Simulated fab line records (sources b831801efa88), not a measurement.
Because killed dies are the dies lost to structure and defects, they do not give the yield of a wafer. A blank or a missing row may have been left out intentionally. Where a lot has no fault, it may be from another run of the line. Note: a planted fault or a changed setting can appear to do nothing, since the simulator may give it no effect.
fab line records | flow sky130 | part 2 of 2: steps 26 to 35 of 35
[record] lots = 5 | wafers = 15 | last_day = 50
route steps=708 shown RES_XHIGH@338 SD_N@342 SD_P@359 SALICIDE@361 LI_CONTACT@362
lots that met no fault: from a run of the same line without faults
start_h: hours from the record's opening day to when the first of the lot's shown wafers began | wait_h: hours elapsed since this lot's preceding step | " unchanged from the row above | L1.1+2: a single row standing in for several wafers | - no value present, or no start provided | * or withheld: withheld | < > ~ a bound
route shown NAME@n: a module of which the file shows steps, and the number in the route of the first | usual: mean and standard deviation over wafers with no fault | same: alike in all rows | chamber/n: place in a boat | sites: the reading at each site | _std_site: standard deviation across them | _edge_site: outer sites' mean less inner sites' | radius_mm: how far each site lies from the wafer's centre | mask NAME#n: copy n | behind: the tool/chamber that last shaped the wafer | hold: what put the lot on hold/how long, in hours/how the hold closed | device: the transistor (n, p or np) that didn't switch | end of line: the tests these same wafers got at the end of their route | step lacking rows: just its recipe | killed: not the wafer's yield, but the dies lost to structure and defects at the first sort | map: shows each die of a wafer: x if killed, . if not, _ if none is there
set.NAME: the setting as run; set.NAME@STEP: as run at that earlier step | model.NAME: the simulator's own value behind a step, which no gauge read
a table for each step, a row for each wafer; lots at some steps of the route
services: the hour from which a tool's chamber was out of use, counted from the record's first day as start_h (under 0 if before that day), plus the number of hours and why
[[steps]]
[step SKY_LI_CONTACT_CMP_02]
[recipe] material = PSG | down_force_psi = 4 | platen_rpm = 60 | pad_velocity_m_s = 0.94248
[usual] motor_current_A = 12.3/1.1 | time_to_endpoint_s = 32/3.8
lot.wafer | tool   | chamber | start_h | wait_h | motor_current_A | time_to_endpoint_s
L079.3    | cmp-01 | 1       | 678.89  | 0.0    | 10.9            | 28
L079.1    | "      | 3       | "       | "      | 13.8            | 34
L079.5    | "      | 2       | "       | "      | 11.8            | 28
L084.3    | cmp-01 | 3       | 729.13  | 0.0    | 13.8            | 34
L084.4    | "      | 2       | "       | "      | 12.4            | 31
L084.6    | "      | 0       | "       | "      | 13.8            | 33
L088.1    | cmp-01 | 3       | 750.53  | 0.1    | 14.2            | 37
L088.4    | "      | 1       | "       | "      | 11.6            | 28
L088.5    | "      | 0       | "       | "      | 13.3            | 35
L092.4    | cmp-01 | 0       | 816.84  | 0.0    | 13.2            | 38
L092.1    | "      | 1       | "       | "      | 11.6            | 31
L092.6    | "      | 1       | "       | "      | 11.5            | 30
L091.2    | cmp-01 | 0       | 819.88  | 0.1    | 12.9            | 37
L091.5    | "      | 3       | "       | "      | 13.9            | 39
L091.6    | "      | 0       | "       | "      | 12.7            | 32
[step SKY_LI_CONTACT_BOW_MEAS_03]
[recipe] mode = bow
[usual] LI_CONTACT_BOW = 57/7
lot.wafer | tool          | chamber | start_h | wait_h | LI_CONTACT_BOW[um]
L079.1    | film_metro-02 | -       | 679.19  | 0.1    | 64
L079.3    | "             | -       | "       | "      | 55
L079.5    | "             | -       | "       | "      | 52
L084.3    | film_metro-03 | -       | 729.47  | 0.3    | 56
L084.4    | "             | -       | "       | "      | 58
L084.6    | "             | -       | "       | "      | 48
L088.1    | film_metro-03 | -       | 750.83  | 0.2    | 52
L088.4    | "             | -       | "       | "      | 74
L088.5    | "             | -       | "       | "      | 51
L092.1    | film_metro-02 | -       | 817.14  | 0.2    | 57
L092.4    | "             | -       | "       | "      | 63
L092.6    | "             | -       | "       | "      | 53
L091.2    | film_metro-03 | -       | 820.15  | 0.2    | 75
L091.5    | "             | -       | "       | "      | 47
L091.6    | "             | -       | "       | "      | 75
[step SKY_LI_CONTACT_DEHYDRATE_04]
[recipe] temp_c = 200 | time_s = 60
[usual] exhaust_pa = 44.9/0.83
lot.wafer | tool           | chamber | start_h | wait_h | exhaust_pa
L079.1    | litho_track-02 | 0       | 692.88  | 13.7   | 45.3
L079.3    | "              | 0       | "       | "      | 45.0
L079.5    | "              | 0       | "       | "      | 45.5
L084.3    | litho_track-01 | 0       | 742.40  | 12.9   | 45.3
L084.4    | "              | 0       | "       | "      | 44.5
L084.6    | "              | 0       | "       | "      | 44.8
L088.1    | litho_track-04 | 0       | 763.85  | 13.0   | 44.1
L088.4    | "              | 0       | "       | "      | 46.1
L088.5    | "              | 0       | "       | "      | 45.6
L092.1    | litho_track-01 | 0       | 828.85  | 11.7   | 45.0
L092.4    | "              | 0       | "       | "      | 44.0
L092.6    | "              | 0       | "       | "      | 44.4
L091.2    | litho_track-01 | 0       | 832.22  | 12.1   | 45.3
L091.5    | "              | 0       | "       | "      | 44.9
L091.6    | "              | 0       | "       | "      | 44.2
[step SKY_LI_CONTACT_HMDS_05]
[recipe] prime_time_s = 60 | prime_temp_c = 120
[usual] exhaust_pa = 44.9/0.81
lot.wafer | tool           | chamber | start_h | wait_h | exhaust_pa
L079.1    | litho_track-02 | 0       | 693.03  | 0.1    | 44.8
L079.3    | "              | 0       | "       | "      | 44.2
L079.5    | "              | 0       | "       | "      | 44.6
L084.3    | litho_track-01 | 0       | 742.55  | 0.1    | 44.5
L084.4    | "              | 0       | "       | "      | 45.1
L084.6    | "              | 0       | "       | "      | 44.9
L088.1    | litho_track-04 | 0       | 764.00  | 0.1    | 43.7
L088.4    | "              | 0       | "       | "      | 44.7
L088.5    | "              | 0       | "       | "      | 45.2
L092.1    | litho_track-01 | 0       | 829.00  | 0.1    | 44.9
L092.4    | "              | 0       | "       | "      | 45.2
L092.6    | "              | 0       | "       | "      | 44.8
L091.2    | litho_track-01 | 0       | 832.37  | 0.1    | 45.1
L091.5    | "              | 0       | "       | "      | 44.9
L091.6    | "              | 0       | "       | "      | 44.0
[step SKY_LI_CONTACT_COAT_06]
[recipe] resist = BARC | temp_c = withheld | time_s = withheld | spin_rpm = 3000 | resist_thk_nm = 60
[usual] dispense_pressure_kPa = 46.9/2.3 | exhaust_pa = 45.1/1
lot.wafer | tool           | chamber | start_h | wait_h | dispense_pressure_kPa | exhaust_pa
L079.1    | litho_track-02 | 0       | 693.18  | 0.1    | 44.4                  | 44.9
L079.3    | "              | 0       | "       | "      | 44.5                  | 43.7
L079.5    | "              | 0       | "       | "      | 44.4                  | 44.7
L084.3    | litho_track-01 | 0       | 742.70  | 0.1    | 49.1                  | 44.3
L084.4    | "              | 0       | "       | "      | 49.1                  | 44.2
L084.6    | "              | 0       | "       | "      | 49.1                  | 43.6
L088.1    | litho_track-04 | 0       | 764.15  | 0.1    | 48.9                  | 46.1
L088.4    | "              | 0       | "       | "      | 48.9                  | 46.9
L088.5    | "              | 0       | "       | "      | 48.9                  | 46.6
L092.1    | litho_track-01 | 0       | 829.15  | 0.1    | 49.1                  | 45.2
L092.4    | "              | 0       | "       | "      | 49.1                  | 46.2
L092.6    | "              | 0       | "       | "      | 49.1                  | 45.3
L091.2    | litho_track-01 | 0       | 832.52  | 0.1    | 49.0                  | 46.1
L091.5    | "              | 0       | "       | "      | 49.1                  | 44.5
L091.6    | "              | 0       | "       | "      | 49.1                  | 46.7
[step SKY_LI_CONTACT_COAT_07]
[recipe] resist = KrF-thick | spin_rpm = 3043 | resist_thk_nm = 450
[usual] dispense_pressure_kPa = 46.9/2.3 | exhaust_pa = 44.9/0.91
lot.wafer | tool           | chamber | start_h | wait_h | dispense_pressure_kPa | exhaust_pa
L079.1    | litho_track-02 | 0       | -       | -      | 44.4                  | 43.5
L079.3    | "              | 0       | "       | "      | 44.4                  | 44.1
L079.5    | "              | 0       | "       | "      | 44.4                  | 44.0
L084.3    | litho_track-01 | 0       | -       | -      | 49.1                  | 45.0
L084.4    | "              | 0       | "       | "      | 49.1                  | 44.7
L084.6    | "              | 0       | "       | "      | 49.1                  | 45.0
L088.1    | litho_track-04 | 0       | -       | -      | 48.9                  | 44.7
L088.4    | "              | 0       | "       | "      | 48.9                  | 43.4
L088.5    | "              | 0       | "       | "      | 48.9                  | 43.4
L092.1    | litho_track-01 | 0       | -       | -      | 49.1                  | 43.5
L092.4    | "              | 0       | "       | "      | 49.0                  | 43.5
L092.6    | "              | 0       | "       | "      | 49.1                  | 45.1
L091.2    | litho_track-01 | 0       | -       | -      | 49.1                  | 45.6
L091.5    | "              | 0       | "       | "      | 49.1                  | 44.4
L091.6    | "              | 0       | "       | "      | 49.1                  | 44.8
[step SKY_LI_CONTACT_SOFTBAKE_08]
[recipe] temp_c = 100 | time_s = 90 | resist = KrF-thick
[usual] exhaust_pa = 44.8/0.85
lot.wafer | tool           | chamber | start_h | wait_h | exhaust_pa
L079.1    | litho_track-02 | 0       | -       | -      | 44.0
L079.3    | "              | 0       | "       | "      | 44.2
L079.5    | "              | 0       | "       | "      | 46.2
L084.3    | litho_track-01 | 0       | -       | -      | 45.2
L084.4    | "              | 0       | "       | "      | 46.3
L084.6    | "              | 0       | "       | "      | 45.1
L088.1    | litho_track-04 | 0       | -       | -      | 45.9
L088.4    | "              | 0       | "       | "      | 45.6
L088.5    | "              | 0       | "       | "      | 44.5
L092.1    | litho_track-01 | 0       | -       | -      | 45.1
L092.4    | "              | 0       | "       | "      | 45.6
L092.6    | "              | 0       | "       | "      | 43.1
L091.2    | litho_track-01 | 0       | -       | -      | 44.1
L091.5    | "              | 0       | "       | "      | 44.4
L091.6    | "              | 0       | "       | "      | 45.9
[step SKY_LI_CONTACT_EXPOSE_09]
[recipe] mask_id = LICM1 | na = 0.8 | source_shape = annular | sigma_inner = 0.55 | sigma_outer = 0.85 | target_cd_nm = 170 | dose_mj = 38
[usual] reticle_temp_C = 23.00/0.096
lot.wafer | tool           | chamber | start_h | wait_h | mask    | reticle_temp_C
L079.1    | krf_scanner-02 | 0       | -       | -      | LICM1#0 | 22.97
L079.3    | "              | 0       | "       | "      | LICM1#0 | 23.02
L079.5    | "              | 0       | "       | "      | LICM1#0 | 22.95
L084.3    | krf_scanner-01 | 0       | -       | -      | LICM1#0 | 22.99
L084.4    | "              | 0       | "       | "      | LICM1#0 | 23.01
L084.6    | "              | 0       | "       | "      | LICM1#0 | 23.05
L088.1    | krf_scanner-01 | 0       | -       | -      | LICM1#0 | 23.01
L088.4    | "              | 0       | "       | "      | LICM1#0 | 23.11
L088.5    | "              | 0       | "       | "      | LICM1#0 | 23.09
L092.1    | krf_scanner-02 | 0       | -       | -      | LICM1#0 | 23.11
L092.4    | "              | 0       | "       | "      | LICM1#0 | 23.19
L092.6    | "              | 0       | "       | "      | LICM1#0 | 23.17
L091.2    | krf_scanner-01 | 0       | -       | -      | LICM1#0 | 22.83
L091.5    | "              | 0       | "       | "      | LICM1#0 | 22.97
L091.6    | "              | 0       | "       | "      | LICM1#0 | 23.03
[step SKY_LI_CONTACT_PEB_10]
[recipe] peb_temp_c = withheld | peb_time_s = withheld | resist = KrF-thick
[usual] exhaust_pa = 45.1/0.91
lot.wafer | tool           | chamber | start_h | wait_h | exhaust_pa
L079.1    | litho_track-01 | 0       | -       | -      | 44.7
L079.3    | "              | 0       | "       | "      | 44.8
L079.5    | "              | 0       | "       | "      | 44.9
L084.3    | litho_track-01 | 0       | -       | -      | 44.5
L084.4    | "              | 0       | "       | "      | 45.8
L084.6    | "              | 0       | "       | "      | 45.1
L088.1    | litho_track-02 | 0       | -       | -      | 46.8
L088.4    | "              | 0       | "       | "      | 46.2
L088.5    | "              | 0       | "       | "      | 45.2
L092.1    | litho_track-01 | 0       | -       | -      | 44.7
L092.4    | "              | 0       | "       | "      | 45.8
L092.6    | "              | 0       | "       | "      | 45.0
L091.2    | litho_track-01 | 0       | -       | -      | 44.5
L091.5    | "              | 0       | "       | "      | 45.7
L091.6    | "              | 0       | "       | "      | 45.0
[step SKY_LI_CONTACT_DEVELOP_11]
[recipe] develop_time_s = 60 | resist = KrF-thick | dev_temp_c = 21
[usual] exhaust_pa = 44.9/0.76
lot.wafer | tool           | chamber | start_h | wait_h | exhaust_pa
L079.1    | litho_track-01 | 0       | -       | -      | 45.4
L079.3    | "              | 0       | "       | "      | 45.0
L079.5    | "              | 0       | "       | "      | 45.2
L084.3    | litho_track-01 | 0       | -       | -      | 45.5
L084.4    | "              | 0       | "       | "      | 44.3
L084.6    | "              | 0       | "       | "      | 46.9
L088.1    | litho_track-02 | 0       | -       | -      | 44.6
L088.4    | "              | 0       | "       | "      | 43.6
L088.5    | "              | 0       | "       | "      | 45.0
L092.1    | litho_track-01 | 0       | -       | -      | 44.6
L092.4    | "              | 0       | "       | "      | 44.6
L092.6    | "              | 0       | "       | "      | 44.1
L091.2    | litho_track-01 | 0       | -       | -      | 43.9
L091.5    | "              | 0       | "       | "      | 43.2
L091.6    | "              | 0       | "       | "      | 46.1
[[services]]
tool             | chamber | start_h | hours | kind
implanter-02     | -       | 630.34  | 5.3   | repair
cmp-01           | -       | 643.49  | 0.8   | repair
hdpcvd-02        | -       | 650.64  | 5.5   | pm
krf_scanner-01   | -       | 665.62  | 0.8   | pm
hdpcvd-02        | -       | 665.75  | 2.8   | pm
krf_scanner-01   | -       | 673.77  | 0.3   | repair
iline_stepper-01 | -       | 680.34  | 1.7   | pm
krf_scanner-01   | -       | 680.64  | 21.0  | pm
cmp-01           | -       | 692.35  | 11.5  | repair
implanter-02     | -       | 723.62  | 1.6   | repair
krf_scanner-01   | -       | 733.65  | 7.2   | pm
hdpcvd-02        | 2       | 743.61  | 2.0   | repair
plasma_asher-01  | -       | 751.68  | 2.3   | repair
hdpcvd-02        | 1       | 756.72  | 4.3   | repair
krf_scanner-01   | -       | 763.21  | 1.0   | pm
krf_scanner-01   | -       | 768.33  | 1.3   | pm
implanter-02     | -       | 797.02  | 2.6   | repair
cmp-01           | -       | 808.40  | 0.9   | repair
implanter-01     | -       | 813.82  | 3.5   | pm
implanter-02     | -       | 826.37  | 5.0   | repair
implanter-01     | -       | 829.26  | 5.5   | pm
implanter-01     | -       | 836.25  | 2.6   | repair
cmp-01           | -       | 838.76  | 1.9   | repair
implanter-01     | -       | 840.49  | 3.1   | repair
